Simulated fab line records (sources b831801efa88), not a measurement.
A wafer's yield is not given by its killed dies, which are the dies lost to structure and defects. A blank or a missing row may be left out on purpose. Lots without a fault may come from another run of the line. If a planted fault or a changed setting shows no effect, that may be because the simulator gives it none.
Tool commonality check | flow gf180mcu | 36 wafers sampled across 12 lots

## WHAT PROMPTED THE OPENING
2 of 12 lots carry a flag on the reading HV_LDD_3_TW at GF_HV_LDD_TW_MEAS_38. Wafers without a fault read 1439, standard deviation 11.
Rule: a lot is flagged when every wafer of it that has a number lies more than 4 standard deviations from that mean, or none has a number. All remaining lots are regarded as sound.

lot  | measured     | on            | HV_LDD_3_TW, wafer by wafer | flag
L218 | day 11 13:50 | film_metro-02 | 1431 1425 1428              |
L219 | day 11 22:08 | film_metro-02 | 1538 1528 1535              | FLAGGED
L220 | day 12 05:29 | film_metro-03 | 1556 1564 1547              | FLAGGED
L224 | day 13 10:19 | film_metro-03 | 1439 1438 1437              |
L232 | day 16 06:32 | film_metro-02 | 1436 1434 1433              |
L233 | day 16 11:46 | film_metro-02 | 1427 1421 1426              |
L234 | day 16 19:56 | film_metro-02 | 1432 1427 1420              |
L235 | day 17 03:10 | film_metro-02 | 1431 1441 1447              |
L236 | day 17 08:59 | film_metro-03 | 1453 1451 1445              |
L238 | day 18 03:20 | film_metro-02 | 1434 1428 1433              |
L240 | day 18 21:05 | film_metro-04 | 1432 1435 1442              |
L241 | day 19 07:26 | film_metro-02 | 1435 1431 1431              |
Average over the flagged lots: 1545; offset from the usual +106, equal to +10 standard deviations.

## LOT BY LOT: THE TOOL USED
The record holds 3 process steps before the reading, out of a route of 602 steps. In each cell: the tool, then ch and the chambers that the sampled wafers went through, then the start.
lot  | flag    | GF_DUAL_GATE_STRIP_13                | GF_HV_LDD_STRIP_10                   | GF_HV_LDD_IMPLANT_35
L218 |         | plasma_asher-02 ch 0,1, day 8 07:21  | plasma_asher-02 ch 0, day 10 00:47   | implanter-04 ch 0, day 11 13:26
L219 | FLAGGED | plasma_asher-04 ch 0,1, day 8 14:00  | plasma_asher-04 ch 0,1, day 10 08:13 | implanter-01 ch 0, day 11 21:26
L220 | FLAGGED | plasma_asher-02 ch 0,1, day 8 21:33  | plasma_asher-01 ch 0,1, day 10 15:13 | implanter-01 ch 0, day 12 04:46
L224 |         | plasma_asher-03 ch 0,1, day 10 00:08 | plasma_asher-04 ch 0,1, day 11 18:26 | implanter-04 ch 0, day 13 09:55
L232 |         | plasma_asher-04 ch 1, day 12 12:38   | plasma_asher-04 ch 0,1, day 14 09:40 | implanter-02 ch 0, day 16 06:08
L233 |         | plasma_asher-03 ch 0,1, day 12 16:42 | plasma_asher-01 ch 0,1, day 14 15:28 | implanter-01 ch 0, day 16 11:20
L234 |         | plasma_asher-04 ch 0,1, day 12 21:45 | plasma_asher-01 ch 0,1, day 14 22:47 | implanter-01 ch 0, day 16 19:34
L235 |         | plasma_asher-04 ch 0,1, day 13 05:46 | plasma_asher-01 ch 0,1, day 15 05:22 | implanter-01 ch 0, day 17 02:46
L236 |         | plasma_asher-02 ch 0,1, day 13 11:56 | plasma_asher-04 ch 0,1, day 15 11:01 | implanter-04 ch 0, day 17 08:37
L238 |         | plasma_asher-04 ch 0,1, day 14 03:14 | plasma_asher-04 ch 0,1, day 16 03:31 | implanter-04 ch 0, day 18 02:56
L240 |         | plasma_asher-03 ch 0, day 14 19:01   | plasma_asher-01 ch 0,1, day 16 20:37 | implanter-02 ch 0, day 18 20:41
L241 |         | plasma_asher-04 ch 0,1, day 15 03:14 | plasma_asher-02 ch 0,1, day 17 06:37 | implanter-02 ch 0, day 19 07:04
What is done by these steps:
- GF_DUAL_GATE_STRIP_13: strips in O2/N2.
- GF_HV_LDD_STRIP_10: strips in O2/N2.
- GF_HV_LDD_IMPLANT_35
- GF_HV_LDD_TW_MEAS_38

## FLAGGED AGAINST TOTAL, ONE TOOL AT A TIME (gauges that did the reading follow at the end)
step                  | tool            | lots run | flagged | share of the flagged lots | sound lots run after its first flagged lot
GF_DUAL_GATE_STRIP_13 | plasma_asher-02 | 3        | 1       | some                      | 1 (L236)
GF_DUAL_GATE_STRIP_13 | plasma_asher-03 | 3        | 0       | none                      | -
GF_DUAL_GATE_STRIP_13 | plasma_asher-04 | 6        | 1       | some                      | 5 (L232,L234,L235,L238,L241)
GF_HV_LDD_STRIP_10    | plasma_asher-01 | 5        | 1       | some                      | 4 (L233,L234,L235,L240)
GF_HV_LDD_STRIP_10    | plasma_asher-02 | 2        | 0       | none                      | -
GF_HV_LDD_STRIP_10    | plasma_asher-04 | 5        | 1       | some                      | 4 (L224,L232,L236,L238)
GF_HV_LDD_IMPLANT_35  | implanter-01    | 5        | 2       | all                       | 3 (L233,L234,L235)
GF_HV_LDD_IMPLANT_35  | implanter-02    | 3        | 0       | none                      | -
GF_HV_LDD_IMPLANT_35  | implanter-04    | 4        | 0       | none                      | -
GF_HV_LDD_TW_MEAS_38  | film_metro-02   | 8        | 1       | some                      | 6 (L232,L233,L234,L235,L238,L241)
GF_HV_LDD_TW_MEAS_38  | film_metro-03   | 3        | 1       | some                      | 2 (L224,L236)
GF_HV_LDD_TW_MEAS_38  | film_metro-04   | 1        | 0       | none                      | -

## THE TABLE: WHAT IT ALLOWS
1 row of the table ran every flagged lot: implanter-01 at GF_HV_LDD_IMPLANT_35.
- implanter-01 at GF_HV_LDD_IMPLANT_35: 2 of its 5 lots flagged. Lots that were sound ran on it after the first flagged one (L233, L234, L235); a persistent fault on the entire tool would not allow that.
Every row of the table either missed a flagged lot or ran a sound lot after the first.

## WHAT WAS PUT IN BY THE SIMULATOR
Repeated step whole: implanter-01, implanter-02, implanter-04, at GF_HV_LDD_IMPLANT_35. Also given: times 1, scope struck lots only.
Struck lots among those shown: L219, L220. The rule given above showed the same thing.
